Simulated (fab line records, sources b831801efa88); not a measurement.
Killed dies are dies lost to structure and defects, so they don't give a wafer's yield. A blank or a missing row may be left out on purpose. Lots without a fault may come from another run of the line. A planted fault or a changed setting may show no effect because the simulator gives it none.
A struck lot beside a sound one | flow sky130 | 43 steps out of a route of 708
Sound: wafers L548.1, L548.4, L548.5. Struck: wafer L565.3. (L565.2, L565.4 of the same lot were not struck and are left out.) The cause comes at the end.
At each step with rows: each side's tool, then ch and its chambers, then its first start. Under that, the readings that differ: sound wafers | struck wafers | difference of the means | sigmas: that difference in standard deviations of wafers without a fault.
alike: readings whose means differ by less than 2 such deviations, and words and numbers that are the same on both sides. not compared: withheld readings, readings that some wafer has no value for, bounds like >300 that may hide the same value, and numbers for which the record gives no deviation and whose values overlap.
The two part at a step that has a row with sigmas, a row that says differs or no value, or rows on one side only. Numbers that don't overlap but have no deviation are shown without sigmas and don't part them. A reading that every wafer of one side lacks parts them only if that side has two wafers or more.

first, 9 steps without rows for these wafers: SKY_CAPM_CLEAN_17 (cleans in O3/DIW); SKY_METAL3_DEHYDRATE_05 (time 60 s); SKY_METAL3_HMDS_06 (prime time 60 s); SKY_METAL3_COAT_07 (resist thk 60 nm); SKY_METAL3_COAT_08 (resist thk 1140 nm); SKY_METAL3_SOFTBAKE_09 (time 90 s); SKY_METAL3_EXPOSE_10 (exposes mask MM3, target cd 300 nm); SKY_METAL3_PEB_11; SKY_METAL3_DEVELOP_12 (develop time 60 s).
SKY_METAL3_CD_MEAS_13: target cd 300 nm.
  sound on cd_sem-02, day 39 20:03; struck on cd_sem-01, day 44 07:59
  alike: cd_nm
SKY_METAL3_OVL_MEAS_14:
  sound on overlay-01, day 39 20:10; struck on overlay-01, day 44 08:05
  alike: METAL3_OVL
then, 1 step without rows for these wafers: SKY_METAL3_DESCUM_15 (chemistry O2, time 8 s).
SKY_METAL3_ETCH_16: etches BARC in N2/H2, stops on SiO2, time 88.2 s, target depth 60 nm.
  sound on rie_metal-02 ch 0,1, day 39 20:14; struck on rie_metal-04 ch 1, day 44 08:09
  alike: chamber_pressure_mTorr, drypump_motor_current_A, oes_product_au, rf_fwd_power_W, throttle_valve_pct
  not compared: rf_hours_counter_h
SKY_METAL3_ETCH_17: etches SiO2 in C4F8/O2/Ar, stops on TiN, time 3.9 s, target depth 15 nm.
  sound on rie_diel-01 ch 0,1, day 39 20:20; struck on rie_diel-01 ch 3, day 44 08:15
  alike: chamber_pressure_mTorr, oes_product_au, rf_fwd_power_W
  not compared: rf_hours_counter_h
then, 6 steps without rows for these wafers: SKY_METAL3_METAL_ETCH_18 (etches the open film in Cl2/BCl3, stops on SiO2, target depth 845 nm, time 183.1 s); SKY_METAL3_STRIP_19 (strips in O2/N2); SKY_METAL3_STRIP_20 (strips in post etch residue remover, time 1200 s); SKY_METAL3_CLEAN_21 (cleans in IPA, time 180 s); SKY_METAL3_CLEAN_22 (cleans in O3/DIW); SKY_VIA3_HDPCVD_00 (deposits SiO2, target thk 1635 nm, time 272.5 s).
SKY_VIA3_THK_MEAS_01:
  sound on film_metro-04, day 39 21:18; struck on film_metro-03, day 44 09:13
  alike: VIA3_HDPCVD_THK
SKY_VIA3_CMP_02: polishes SiO2.
  sound on cmp-02 ch 0,3, day 39 21:22; struck on cmp-01 ch 2, day 44 09:16
  alike: motor_current_A, slurry_flow_ml_min
SKY_VIA3_BOW_MEAS_03:
  sound on film_metro-03, day 39 21:40; struck on film_metro-04, day 44 09:35
  alike: VIA3_BOW
then, 8 steps without rows for these wafers: SKY_VIA3_DEHYDRATE_04 (time 60 s); SKY_VIA3_HMDS_05 (prime time 60 s); SKY_VIA3_COAT_06 (resist thk 60 nm); SKY_VIA3_COAT_07 (resist thk 450 nm); SKY_VIA3_SOFTBAKE_08 (time 90 s); SKY_VIA3_EXPOSE_09 (exposes mask VIM3, target cd 200 nm); SKY_VIA3_PEB_10; SKY_VIA3_DEVELOP_11 (develop time 60 s).
SKY_VIA3_CD_MEAS_12: target cd 200 nm.
  sound on cd_sem-02, day 40 22:02; struck on cd_sem-02, day 45 07:57
  alike: cd_nm
SKY_VIA3_OVL_MEAS_13:
  sound on overlay-02, day 40 22:09; struck on overlay-01, day 45 08:03
  alike: VIA3_OVL
SKY_VIA3_ETCH_14: etches BARC in N2/H2, stops on SiO2, time 45.9 s, target depth 60 nm.
  sound on rie_diel-04 ch 2,3, day 40 22:11; struck on rie_diel-01 ch 0, day 45 08:05
  reading               | sound             | struck | difference | sigmas
  oes_product_au (a.u.) | 0.848 0.862 0.856 | 0.846  | -0.009     | -2
  alike: chamber_pressure_mTorr, drypump_motor_current_A, rf_fwd_power_W, throttle_valve_pct
  not compared: rf_hours_counter_h
SKY_VIA3_ETCH_15: etches SiO2 in C4F8/O2/Ar, stops on TiN, target depth 507 nm, time 78 s.
  sound on rie_diel-04 ch 2,3, day 40 22:13; struck on rie_diel-01 ch 0, day 45 08:07
  reading               | sound             | struck | difference | sigmas
  oes_product_au (a.u.) | 0.939 0.944 0.947 | 0.954  | +0.011     | +2
  alike: chamber_pressure_mTorr, rf_fwd_power_W
  not compared: rf_hours_counter_h
then, 5 steps without rows for these wafers: SKY_VIA3_STRIP_16 (strips in O2/N2); SKY_VIA3_STRIP_17 (strips in post etch residue remover, time 1200 s); SKY_VIA3_CLEAN_18 (cleans in IPA, time 180 s); SKY_VIA3_CLEAN_19 (cleans in O3/DIW); SKY_VIA3_SPUTTER_20 (material TiN, target thk 20 nm, time 80 s).
SKY_VIA3_CVD_21: deposits W, target thk 390 nm, time 117.31 s.
  sound on cvd_w-01 ch 0,1, day 40 22:56; struck on cvd_w-01 ch 0, day 45 08:55
  alike: heater_power_w
SKY_VIA3_RS_MEAS_22: measures by four-point-probe.
  sound on film_metro-02, day 40 23:04; struck on film_metro-03, day 45 09:04
  alike: VIA3_W_RS
-- the record jumps here: 5 days lie between the struck wafers' starts before and after (it left off in module VIA3 and takes up again in module PAD_OPEN, whose first step shown is number 708 of the route) --
SKY_PAD_OPEN_PROBE_99:
  sound on prober-02, day 46 21:56; struck on prober-02, day 50 11:29
  reading                               | sound               | struck | difference | sigmas
  defect_limited_yield (%)              | 77.2 83.3 81.9      | 76.4   | -4.4       | -2
  killed_at_M0_to_M3                    | 50 43 49            | 83     | +36        | +6
  killed_at_M4_up                       | 7 1 3               | 0      | -4         | -2
  killed_at_contacts                    | 31 31 23            | 17     | -11        | -2
  killed_dies                           | 112 82 89           | 116    | +22        | +2
  killed_short                          | 48 45 46            | 27     | -19        | -3
  sort_bin_3_pad_short (%)              | 0.8 0.2 0.6         | 1.6    | +1.1       | +3
  sort_bin_5_function (%)               | 14.0 10.6 11.2      | 16.3   | +4.4       | +3
  sort_n_pass                           | 380 410 403         | 376    | -22        | -2
  sort_yield_pct (%)                    | 77.2 83.3 81.9      | 76.4   | -4.4       | -2
  model.etest.tester.sort_n_pass        | 380 410 403         | 376    | -22        |
  model.etest.tester.sort_yield_pct (%) | 77.24 83.33 81.91   | 76.42  | -4.41      |
  model.etest.tester.sort_bin_5_pct (%) | 14.02 10.57 11.18   | 16.26  | +4.34      |
  model.etest.tester.sort_bin_3_pct (%) | 0.813 0.2033 0.6098 | 1.626  | +1.084     |
  alike: killed_at_front_end, killed_at_other, killed_open, sort_bin_6_memory

WHERE THEY PART
First at SKY_VIA3_ETCH_14; last, within this record, at SKY_PAD_OPEN_PROBE_99.

WHY: what the simulator had put in
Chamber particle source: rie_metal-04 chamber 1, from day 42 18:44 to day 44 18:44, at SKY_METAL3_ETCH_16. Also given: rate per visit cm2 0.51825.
